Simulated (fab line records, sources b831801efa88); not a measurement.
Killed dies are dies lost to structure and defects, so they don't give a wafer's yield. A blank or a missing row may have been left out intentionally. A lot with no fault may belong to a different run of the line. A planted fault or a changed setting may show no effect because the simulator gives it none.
fab line records || flow gf180mcu || part 2 of 2: steps 34 to 42 of 42
record {"lots": 5, "wafers": 15, "last_day": 33}
route steps=602 shown SAB@269 SALICIDE@278 CONTACT@287
lots that met no fault: from a run of the same line without faults
start_h: start of the lot's first displayed wafer, in hours after the record's first day || wait_h: hours elapsed since this lot's preceding step || " the same as in the row above || L1.1+2: a single row standing in for several wafers || - no value present, or no start provided || * or withheld: withheld || < > ~ a bound
route shown NAME@n: names a module that has steps shown in the file, with the first one's number in the route || usual: average and standard deviation across the fault-free wafers || same: alike in all rows || chamber/n: place in a boat || sites: each site's reading || _std_site: the values' standard deviation || _edge_site: inner sites' mean taken away from outer sites' mean || radius_mm: for every site, how far away it sits from the centre of the wafer || mask NAME#n: copy n || behind: the most recent tool/chamber to have shaped the wafer || hold: why the lot went on hold/how many hours it stayed there/how the hold came to an end || device: which transistor (n, p or np) failed to switch || end of line: at the end of the route, the tests of the same wafers || a step without rows: its recipe alone || killed: at the first sort, the dies lost to defects and structure; wafer yield is something else || map: the dies of a wafer, with x for killed, . for not killed, _ for no die there
set.NAME: the setting the step ran with; set.NAME@STEP: the setting that earlier step ran with || model.NAME: the simulator's own value behind a step, which no gauge read
a table for each step, a row for each wafer; lots at some steps of the route
services: the hour from which a tool's chamber was out of use, counted from the record's first day as start_h (under 0 if before that day), plus the number of hours and why
## steps
# step GF_CONTACT_OVL_MEAS_15
# usual {"CONTACT_OVL": "-3/6.5"}
{"lot.wafer": "L081.1", "tool": "overlay-02", "chamber": "-", "start_h": 430.41, "wait_h": 0.1, "CONTACT_OVL[nm]": -10}
{"lot.wafer": "L081.4", "tool": "overlay-02", "chamber": "-", "start_h": 430.41, "wait_h": 0.1, "CONTACT_OVL[nm]": -14}
{"lot.wafer": "L081.6", "tool": "overlay-02", "chamber": "-", "start_h": 430.41, "wait_h": 0.1, "CONTACT_OVL[nm]": -10}
{"lot.wafer": "L082.1", "tool": "overlay-02", "chamber": "-", "start_h": 435.84, "wait_h": 0.1, "CONTACT_OVL[nm]": -11}
{"lot.wafer": "L082.4", "tool": "overlay-02", "chamber": "-", "start_h": 435.84, "wait_h": 0.1, "CONTACT_OVL[nm]": -10}
{"lot.wafer": "L082.5", "tool": "overlay-02", "chamber": "-", "start_h": 435.84, "wait_h": 0.1, "CONTACT_OVL[nm]": 1}
{"lot.wafer": "L083.2", "tool": "overlay-01", "chamber": "-", "start_h": 447.51, "wait_h": 0.1, "CONTACT_OVL[nm]": -8}
{"lot.wafer": "L083.3", "tool": "overlay-01", "chamber": "-", "start_h": 447.51, "wait_h": 0.1, "CONTACT_OVL[nm]": -6}
{"lot.wafer": "L083.4", "tool": "overlay-01", "chamber": "-", "start_h": 447.51, "wait_h": 0.1, "CONTACT_OVL[nm]": -9}
{"lot.wafer": "L088.2", "tool": "overlay-01", "chamber": "-", "start_h": 487.32, "wait_h": 0.1, "CONTACT_OVL[nm]": -9}
{"lot.wafer": "L088.4", "tool": "overlay-01", "chamber": "-", "start_h": 487.32, "wait_h": 0.1, "CONTACT_OVL[nm]": -6}
{"lot.wafer": "L088.5", "tool": "overlay-01", "chamber": "-", "start_h": 487.32, "wait_h": 0.1, "CONTACT_OVL[nm]": -12}
{"lot.wafer": "L092.1", "tool": "overlay-01", "chamber": "-", "start_h": 520.76, "wait_h": 0.1, "CONTACT_OVL[nm]": -10}
{"lot.wafer": "L092.2", "tool": "overlay-01", "chamber": "-", "start_h": 520.76, "wait_h": 0.1, "CONTACT_OVL[nm]": -8}
{"lot.wafer": "L092.5", "tool": "overlay-01", "chamber": "-", "start_h": 520.76, "wait_h": 0.1, "CONTACT_OVL[nm]": -17}
# step GF_CONTACT_ETCH_16
# recipe {"chemistry": "N2/H2", "target_depth_a": "withheld", "overetch_a": "withheld", "time_s": "withheld", "target": "BARC", "ion_energy_ev": 200, "source_w": 500, "bias_w": 100, "pressure_mtorr": 30, "n2_flow_sccm": 100, "h2_flow_sccm": 200}
# usual {"drypump_motor_current_A": "5.9/0.39", "oes_product_au": "0.855/0.0053", "throttle_valve_pct": "13.224/0.0094"}
{"lot.wafer": "L081.1", "tool": "rie_diel-04", "chamber": 3, "start_h": 430.45, "wait_h": 0.0, "drypump_motor_current_A": 5.7, "oes_product_au": 0.856, "throttle_valve_pct": 13.245}
{"lot.wafer": "L081.4", "tool": "rie_diel-04", "chamber": 1, "start_h": 430.45, "wait_h": 0.0, "drypump_motor_current_A": 5.8, "oes_product_au": 0.859, "throttle_valve_pct": 13.234}
{"lot.wafer": "L081.6", "tool": "rie_diel-04", "chamber": 0, "start_h": 430.45, "wait_h": 0.0, "drypump_motor_current_A": 5.5, "oes_product_au": 0.866, "throttle_valve_pct": 13.218}
{"lot.wafer": "L082.1", "tool": "rie_diel-04", "chamber": 3, "start_h": 435.88, "wait_h": 0.0, "drypump_motor_current_A": 5.7, "oes_product_au": 0.863, "throttle_valve_pct": 13.224}
{"lot.wafer": "L082.4", "tool": "rie_diel-04", "chamber": 0, "start_h": 435.88, "wait_h": 0.0, "drypump_motor_current_A": 5.5, "oes_product_au": 0.855, "throttle_valve_pct": 13.233}
{"lot.wafer": "L082.5", "tool": "rie_diel-04", "chamber": 3, "start_h": 435.88, "wait_h": 0.0, "drypump_motor_current_A": 5.7, "oes_product_au": 0.856, "throttle_valve_pct": 13.229}
{"lot.wafer": "L083.2", "tool": "rie_diel-02", "chamber": 0, "start_h": 447.54, "wait_h": 0.0, "drypump_motor_current_A": 5.6, "oes_product_au": 0.856, "throttle_valve_pct": 13.217}
{"lot.wafer": "L083.3", "tool": "rie_diel-02", "chamber": 2, "start_h": 447.54, "wait_h": 0.0, "drypump_motor_current_A": 5.5, "oes_product_au": 0.851, "throttle_valve_pct": 13.235}
{"lot.wafer": "L083.4", "tool": "rie_diel-02", "chamber": 1, "start_h": 447.54, "wait_h": 0.0, "drypump_motor_current_A": 6.6, "oes_product_au": 0.848, "throttle_valve_pct": 13.226}
{"lot.wafer": "L088.2", "tool": "rie_diel-04", "chamber": 3, "start_h": 487.35, "wait_h": 0.0, "drypump_motor_current_A": 5.8, "oes_product_au": 0.857, "throttle_valve_pct": 13.207}
{"lot.wafer": "L088.4", "tool": "rie_diel-04", "chamber": 0, "start_h": 487.35, "wait_h": 0.0, "drypump_motor_current_A": 5.5, "oes_product_au": 0.852, "throttle_valve_pct": 13.236}
{"lot.wafer": "L088.5", "tool": "rie_diel-04", "chamber": 3, "start_h": 487.35, "wait_h": 0.0, "drypump_motor_current_A": 5.7, "oes_product_au": 0.856, "throttle_valve_pct": 13.222}
{"lot.wafer": "L092.1", "tool": "rie_diel-04", "chamber": 1, "start_h": 520.80, "wait_h": 0.0, "drypump_motor_current_A": 5.8, "oes_product_au": 0.845, "throttle_valve_pct": 13.227}
{"lot.wafer": "L092.2", "tool": "rie_diel-04", "chamber": 3, "start_h": 520.80, "wait_h": 0.0, "drypump_motor_current_A": 5.7, "oes_product_au": 0.859, "throttle_valve_pct": 13.219}
{"lot.wafer": "L092.5", "tool": "rie_diel-04", "chamber": 0, "start_h": 520.80, "wait_h": 0.0, "drypump_motor_current_A": 5.5, "oes_product_au": 0.854, "throttle_valve_pct": 13.231}
# step GF_CONTACT_ETCH_17
# recipe {"chemistry": "C4F8/O2/Ar", "mask_material": "KrF", "target": "SiO2", "stop_on": "CoSi2", "source_w": 1500, "bias_w": 1200, "pressure_mtorr": 40, "c4f8_flow_sccm": "withheld", "O2_flow_sccm": 6, "Ar_flow_sccm": 300, "time_s": "withheld", "target_depth_a": 8600}
# usual {"oes_product_au": "0.815/0.0043"}
{"lot.wafer": "L081.1", "tool": "rie_diel-04", "chamber": 3, "start_h": "-", "wait_h": "-", "oes_product_au": 0.808}
{"lot.wafer": "L081.4", "tool": "rie_diel-04", "chamber": 1, "start_h": "-", "wait_h": "-", "oes_product_au": 0.812}
{"lot.wafer": "L081.6", "tool": "rie_diel-04", "chamber": 0, "start_h": "-", "wait_h": "-", "oes_product_au": 0.810}
{"lot.wafer": "L082.1", "tool": "rie_diel-04", "chamber": 3, "start_h": "-", "wait_h": "-", "oes_product_au": 0.825}
{"lot.wafer": "L082.4", "tool": "rie_diel-04", "chamber": 0, "start_h": "-", "wait_h": "-", "oes_product_au": 0.823}
{"lot.wafer": "L082.5", "tool": "rie_diel-04", "chamber": 3, "start_h": "-", "wait_h": "-", "oes_product_au": 0.820}
{"lot.wafer": "L083.2", "tool": "rie_diel-02", "chamber": 0, "start_h": "-", "wait_h": "-", "oes_product_au": 0.810}
{"lot.wafer": "L083.3", "tool": "rie_diel-02", "chamber": 2, "start_h": "-", "wait_h": "-", "oes_product_au": 0.817}
{"lot.wafer": "L083.4", "tool": "rie_diel-02", "chamber": 1, "start_h": "-", "wait_h": "-", "oes_product_au": 0.812}
{"lot.wafer": "L088.2", "tool": "rie_diel-04", "chamber": 3, "start_h": "-", "wait_h": "-", "oes_product_au": 0.820}
{"lot.wafer": "L088.4", "tool": "rie_diel-04", "chamber": 0, "start_h": "-", "wait_h": "-", "oes_product_au": 0.802}
{"lot.wafer": "L088.5", "tool": "rie_diel-04", "chamber": 3, "start_h": "-", "wait_h": "-", "oes_product_au": 0.813}
{"lot.wafer": "L092.1", "tool": "rie_diel-04", "chamber": 1, "start_h": "-", "wait_h": "-", "oes_product_au": 0.819}
{"lot.wafer": "L092.2", "tool": "rie_diel-04", "chamber": 3, "start_h": "-", "wait_h": "-", "oes_product_au": 0.823}
{"lot.wafer": "L092.5", "tool": "rie_diel-04", "chamber": 0, "start_h": "-", "wait_h": "-", "oes_product_au": 0.813}
# step GF_CONTACT_STRIP_18
# recipe {"chemistry": "O2/N2", "power_w": 1400, "pressure_mtorr": 1500, "platen_temp_c": 250, "o2_flow_sccm": 3000, "n2_flow_sccm": 300, "overash_fraction": 0.5}
# usual {"drypump_motor_current_A": "5.5/0.33", "heater_power_w": "349/37", "oes_product_au": "0.580/0.0052"}
{"lot.wafer": "L081.1", "tool": "plasma_asher-04", "chamber": 0, "start_h": 430.61, "wait_h": "-", "drypump_motor_current_A": 5.0, "heater_power_w": 304, "oes_product_au": 0.574, "rf_hours_counter_h": 0}
{"lot.wafer": "L081.4", "tool": "plasma_asher-04", "chamber": 0, "start_h": 430.61, "wait_h": "-", "drypump_motor_current_A": 5.0, "heater_power_w": 301, "oes_product_au": 0.575, "rf_hours_counter_h": "-"}
{"lot.wafer": "L081.6", "tool": "plasma_asher-04", "chamber": 0, "start_h": 430.61, "wait_h": "-", "drypump_motor_current_A": 5.0, "heater_power_w": 299, "oes_product_au": 0.581, "rf_hours_counter_h": "-"}
{"lot.wafer": "L082.1", "tool": "plasma_asher-04", "chamber": 1, "start_h": 436.04, "wait_h": "-", "drypump_motor_current_A": 5.2, "heater_power_w": 443, "oes_product_au": 0.573, "rf_hours_counter_h": 1}
{"lot.wafer": "L082.4", "tool": "plasma_asher-04", "chamber": 0, "start_h": 436.04, "wait_h": "-", "drypump_motor_current_A": 5.1, "heater_power_w": 303, "oes_product_au": 0.584, "rf_hours_counter_h": "-"}
{"lot.wafer": "L082.5", "tool": "plasma_asher-04", "chamber": 0, "start_h": 436.04, "wait_h": "-", "drypump_motor_current_A": 5.0, "heater_power_w": 305, "oes_product_au": 0.576, "rf_hours_counter_h": "-"}
{"lot.wafer": "L083.2", "tool": "plasma_asher-04", "chamber": 1, "start_h": 447.71, "wait_h": "-", "drypump_motor_current_A": 5.2, "heater_power_w": 438, "oes_product_au": 0.575, "rf_hours_counter_h": 2}
{"lot.wafer": "L083.3", "tool": "plasma_asher-04", "chamber": 1, "start_h": 447.71, "wait_h": "-", "drypump_motor_current_A": 5.2, "heater_power_w": 423, "oes_product_au": 0.576, "rf_hours_counter_h": "-"}
{"lot.wafer": "L083.4", "tool": "plasma_asher-04", "chamber": 0, "start_h": 447.71, "wait_h": "-", "drypump_motor_current_A": 5.1, "heater_power_w": 303, "oes_product_au": 0.575, "rf_hours_counter_h": "-"}
{"lot.wafer": "L088.2", "tool": "plasma_asher-02", "chamber": 0, "start_h": 487.51, "wait_h": "-", "drypump_motor_current_A": 5.9, "heater_power_w": 358, "oes_product_au": 0.575, "rf_hours_counter_h": 72}
{"lot.wafer": "L088.4", "tool": "plasma_asher-02", "chamber": 0, "start_h": 487.51, "wait_h": "-", "drypump_motor_current_A": 5.9, "heater_power_w": 367, "oes_product_au": 0.573, "rf_hours_counter_h": "-"}
{"lot.wafer": "L088.5", "tool": "plasma_asher-02", "chamber": 0, "start_h": 487.51, "wait_h": "-", "drypump_motor_current_A": 5.9, "heater_power_w": 366, "oes_product_au": 0.574, "rf_hours_counter_h": "-"}
{"lot.wafer": "L092.1", "tool": "plasma_asher-03", "chamber": 1, "start_h": 520.96, "wait_h": "-", "drypump_motor_current_A": 5.1, "heater_power_w": 327, "oes_product_au": 0.583, "rf_hours_counter_h": 41}
{"lot.wafer": "L092.2", "tool": "plasma_asher-03", "chamber": 0, "start_h": 520.96, "wait_h": "-", "drypump_motor_current_A": 5.3, "heater_power_w": 350, "oes_product_au": 0.582, "rf_hours_counter_h": 41}
{"lot.wafer": "L092.5", "tool": "plasma_asher-03", "chamber": 1, "start_h": 520.96, "wait_h": "-", "drypump_motor_current_A": 5.1, "heater_power_w": 340, "oes_product_au": 0.584, "rf_hours_counter_h": "-"}
# step GF_CONTACT_CLEAN_19
# recipe {"chemistry": "SPM"}
{"lot.wafer": "L081.1+4+6", "tool": "wet_bench-03", "chamber": 0, "start_h": 430.71, "wait_h": 0.1}
{"lot.wafer": "L082.1+4+5", "tool": "wet_bench-03", "chamber": 0, "start_h": 436.14, "wait_h": 0.1}
{"lot.wafer": "L083.2+3+4", "tool": "wet_bench-02", "chamber": 1, "start_h": 447.81, "wait_h": 0.1}
{"lot.wafer": "L088.2+4+5", "tool": "wet_bench-03", "chamber": 3, "start_h": 487.61, "wait_h": 0.1}
{"lot.wafer": "L092.1+2+5", "tool": "wet_bench-03", "chamber": 3, "start_h": 521.06, "wait_h": 0.1}
# step GF_CONTACT_CLEAN_20
# recipe {"chemistry": "DIW"}
{"lot.wafer": "L081.1+4+6", "tool": "wet_bench-02", "chamber": 2, "start_h": 430.80, "wait_h": 0.0}
{"lot.wafer": "L082.1+4+5", "tool": "wet_bench-02", "chamber": 1, "start_h": 436.23, "wait_h": 0.0}
{"lot.wafer": "L083.2+3+4", "tool": "wet_bench-03", "chamber": 3, "start_h": 447.91, "wait_h": 0.0}
{"lot.wafer": "L088.2+4+5", "tool": "wet_bench-01", "chamber": 1, "start_h": 487.72, "wait_h": 0.0}
{"lot.wafer": "L092.1+2+5", "tool": "wet_bench-01", "chamber": 0, "start_h": 521.16, "wait_h": 0.0}
# step GF_CONTACT_CLEAN_21
# recipe {"chemistry": "dHF", "time_s": 20, "dilution": "100:1", "dry": "ipa_marangoni"}
{"lot.wafer": "L081.1+4+6", "tool": "wet_bench-03", "chamber": 0, "start_h": 430.89, "wait_h": 0.0}
{"lot.wafer": "L082.1+4+5", "tool": "wet_bench-03", "chamber": 3, "start_h": 436.32, "wait_h": 0.0}
{"lot.wafer": "L083.2+3+4", "tool": "wet_bench-02", "chamber": 2, "start_h": 448.00, "wait_h": 0.0}
{"lot.wafer": "L088.2+4+5", "tool": "wet_bench-02", "chamber": 2, "start_h": 487.82, "wait_h": 0.0}
{"lot.wafer": "L092.1+2+5", "tool": "wet_bench-02", "chamber": 3, "start_h": 521.25, "wait_h": 0.0}
# step GF_CONTACT_SPUTTER_22
# recipe {"material": "Ti", "target_thk_nm": 15, "chamber_pressure_pa": 5, "power_w": 2500, "substrate_temp_c": 200, "time_s": 80.02}
# usual {"chamber_pressure_pa": "5.000/0.009", "throttle_valve_pct": "29.5/0.98"}
{"lot.wafer": "L081.1", "tool": "pvd_sputter-03", "chamber": "-", "start_h": 430.91, "wait_h": 0.0, "chamber_pressure_pa": 4.991, "throttle_valve_pct": 28.6}
{"lot.wafer": "L081.4", "tool": "pvd_sputter-03", "chamber": "-", "start_h": 430.91, "wait_h": 0.0, "chamber_pressure_pa": 5.002, "throttle_valve_pct": 29.2}
{"lot.wafer": "L081.6", "tool": "pvd_sputter-03", "chamber": "-", "start_h": 430.91, "wait_h": 0.0, "chamber_pressure_pa": 5.009, "throttle_valve_pct": 29.1}
{"lot.wafer": "L082.1", "tool": "pvd_sputter-02", "chamber": "-", "start_h": 436.34, "wait_h": 0.0, "chamber_pressure_pa": 5.005, "throttle_valve_pct": 31.4}
{"lot.wafer": "L082.4", "tool": "pvd_sputter-02", "chamber": "-", "start_h": 436.34, "wait_h": 0.0, "chamber_pressure_pa": 4.998, "throttle_valve_pct": 29.5}
{"lot.wafer": "L082.5", "tool": "pvd_sputter-02", "chamber": "-", "start_h": 436.34, "wait_h": 0.0, "chamber_pressure_pa": 4.998, "throttle_valve_pct": 29.3}
{"lot.wafer": "L083.2", "tool": "pvd_sputter-03", "chamber": "-", "start_h": 448.01, "wait_h": 0.0, "chamber_pressure_pa": 4.976, "throttle_valve_pct": 29.5}
{"lot.wafer": "L083.3", "tool": "pvd_sputter-03", "chamber": "-", "start_h": 448.01, "wait_h": 0.0, "chamber_pressure_pa": 5.005, "throttle_valve_pct": 29.6}
{"lot.wafer": "L083.4", "tool": "pvd_sputter-03", "chamber": "-", "start_h": 448.01, "wait_h": 0.0, "chamber_pressure_pa": 4.990, "throttle_valve_pct": 28.8}
{"lot.wafer": "L088.2", "tool": "pvd_sputter-02", "chamber": "-", "start_h": 487.84, "wait_h": 0.0, "chamber_pressure_pa": 5.010, "throttle_valve_pct": 29.3}
{"lot.wafer": "L088.4", "tool": "pvd_sputter-02", "chamber": "-", "start_h": 487.84, "wait_h": 0.0, "chamber_pressure_pa": 5.003, "throttle_valve_pct": 29.4}
{"lot.wafer": "L088.5", "tool": "pvd_sputter-02", "chamber": "-", "start_h": 487.84, "wait_h": 0.0, "chamber_pressure_pa": 4.993, "throttle_valve_pct": 31.5}
{"lot.wafer": "L092.1", "tool": "pvd_sputter-03", "chamber": "-", "start_h": 521.26, "wait_h": 0.0, "chamber_pressure_pa": 4.977, "throttle_valve_pct": 29.2}
{"lot.wafer": "L092.2", "tool": "pvd_sputter-03", "chamber": "-", "start_h": 521.26, "wait_h": 0.0, "chamber_pressure_pa": 4.999, "throttle_valve_pct": 28.8}
{"lot.wafer": "L092.5", "tool": "pvd_sputter-03", "chamber": "-", "start_h": 521.26, "wait_h": 0.0, "chamber_pressure_pa": 4.997, "throttle_valve_pct": 29.5}
# step GF_CONTACT_SPUTTER_23
# recipe {"material": "TiN", "target_thk_nm": 10, "chamber_pressure_pa": 5, "power_w": 4000, "time_s": 40}
# usual {"chamber_pressure_pa": "5.000/0.01", "throttle_valve_pct": "29.5/1"}
{"lot.wafer": "L081.1", "tool": "pvd_sputter-03", "chamber": "-", "start_h": 430.97, "wait_h": 0.0, "chamber_pressure_pa": 4.998, "throttle_valve_pct": 28.9}
{"lot.wafer": "L081.4", "tool": "pvd_sputter-03", "chamber": "-", "start_h": 430.97, "wait_h": 0.0, "chamber_pressure_pa": 4.993, "throttle_valve_pct": 29.4}
{"lot.wafer": "L081.6", "tool": "pvd_sputter-03", "chamber": "-", "start_h": 430.97, "wait_h": 0.0, "chamber_pressure_pa": 4.994, "throttle_valve_pct": 28.9}
{"lot.wafer": "L082.1", "tool": "pvd_sputter-02", "chamber": "-", "start_h": 436.40, "wait_h": 0.0, "chamber_pressure_pa": 5.018, "throttle_valve_pct": 31.6}
{"lot.wafer": "L082.4", "tool": "pvd_sputter-02", "chamber": "-", "start_h": 436.40, "wait_h": 0.0, "chamber_pressure_pa": 5.005, "throttle_valve_pct": 29.2}
{"lot.wafer": "L082.5", "tool": "pvd_sputter-02", "chamber": "-", "start_h": 436.40, "wait_h": 0.0, "chamber_pressure_pa": 4.998, "throttle_valve_pct": 29.3}
{"lot.wafer": "L083.2", "tool": "pvd_sputter-03", "chamber": "-", "start_h": 448.08, "wait_h": 0.0, "chamber_pressure_pa": 5.015, "throttle_valve_pct": 29.3}
{"lot.wafer": "L083.3", "tool": "pvd_sputter-03", "chamber": "-", "start_h": 448.08, "wait_h": 0.0, "chamber_pressure_pa": 5.007, "throttle_valve_pct": 29.6}
{"lot.wafer": "L083.4", "tool": "pvd_sputter-03", "chamber": "-", "start_h": 448.08, "wait_h": 0.0, "chamber_pressure_pa": 5.005, "throttle_valve_pct": 29.0}
{"lot.wafer": "L088.2", "tool": "pvd_sputter-02", "chamber": "-", "start_h": 487.90, "wait_h": 0.0, "chamber_pressure_pa": 4.993, "throttle_valve_pct": 29.3}
{"lot.wafer": "L088.4", "tool": "pvd_sputter-02", "chamber": "-", "start_h": 487.90, "wait_h": 0.0, "chamber_pressure_pa": 4.999, "throttle_valve_pct": 29.2}
{"lot.wafer": "L088.5", "tool": "pvd_sputter-02", "chamber": "-", "start_h": 487.90, "wait_h": 0.0, "chamber_pressure_pa": 4.997, "throttle_valve_pct": 31.3}
{"lot.wafer": "L092.1", "tool": "pvd_sputter-03", "chamber": "-", "start_h": 521.32, "wait_h": 0.0, "chamber_pressure_pa": 5.009, "throttle_valve_pct": 29.3}
{"lot.wafer": "L092.2", "tool": "pvd_sputter-03", "chamber": "-", "start_h": 521.32, "wait_h": 0.0, "chamber_pressure_pa": 4.985, "throttle_valve_pct": 28.7}
{"lot.wafer": "L092.5", "tool": "pvd_sputter-03", "chamber": "-", "start_h": 521.32, "wait_h": 0.0, "chamber_pressure_pa": 5.007, "throttle_valve_pct": 29.3}
## services
{"tool": "pvd_sputter-03", "chamber": "-", "start_h": 378.38, "hours": 39.2, "kind": "repair"}
{"tool": "krf_scanner-02", "chamber": "-", "start_h": 381.56, "hours": 6.7, "kind": "repair"}
{"tool": "rie_diel-01", "chamber": 2, "start_h": 392.15, "hours": 2.7, "kind": "repair"}
{"tool": "rie_diel-04", "chamber": "-", "start_h": 403.96, "hours": 0.8, "kind": "repair"}
{"tool": "wet_bench-01", "chamber": "-", "start_h": 407.18, "hours": 45.2, "kind": "repair"}
{"tool": "pecvd-01", "chamber": 2, "start_h": 412.24, "hours": 1.8, "kind": "repair"}
{"tool": "hdpcvd-01", "chamber": "-", "start_h": 416.51, "hours": 2.8, "kind": "pm"}
{"tool": "plasma_asher-04", "chamber": "-", "start_h": 421.25, "hours": 9.0, "kind": "pm"}
{"tool": "krf_scanner-02", "chamber": "-", "start_h": 422.13, "hours": 1.3, "kind": "pm"}
{"tool": "hdpcvd-01", "chamber": "-", "start_h": 422.42, "hours": 0.6, "kind": "repair"}
{"tool": "iline_stepper-02", "chamber": "-", "start_h": 425.53, "hours": 1.7, "kind": "pm"}
{"tool": "iline_stepper-02", "chamber": "-", "start_h": 427.20, "hours": 4.4, "kind": "pm"}
{"tool": "pvd_sputter-02", "chamber": "-", "start_h": 430.06, "hours": 6.2, "kind": "repair"}
{"tool": "iline_stepper-02", "chamber": "-", "start_h": 434.49, "hours": 1.1, "kind": "repair"}
{"tool": "pecvd-01", "chamber": 0, "start_h": 450.43, "hours": 4.5, "kind": "repair"}
{"tool": "wet_bench-01", "chamber": "-", "start_h": 452.39, "hours": 1.9, "kind": "pm"}
{"tool": "krf_scanner-02", "chamber": "-", "start_h": 457.45, "hours": 1.0, "kind": "pm"}
{"tool": "pecvd-01", "chamber": "-", "start_h": 465.74, "hours": 0.8, "kind": "pm"}
{"tool": "cmp-01", "chamber": "-", "start_h": 467.45, "hours": 8.5, "kind": "pm"}
{"tool": "plasma_asher-04", "chamber": "-", "start_h": 491.10, "hours": 2.8, "kind": "pm"}
{"tool": "plasma_asher-04", "chamber": "-", "start_h": 494.74, "hours": 0.9, "kind": "repair"}
{"tool": "krf_scanner-02", "chamber": "-", "start_h": 500.93, "hours": 0.8, "kind": "pm"}
{"tool": "cmp-01", "chamber": "-", "start_h": 508.88, "hours": 1.8, "kind": "repair"}
{"tool": "iline_stepper-02", "chamber": "-", "start_h": 520.62, "hours": 1.2, "kind": "repair"}
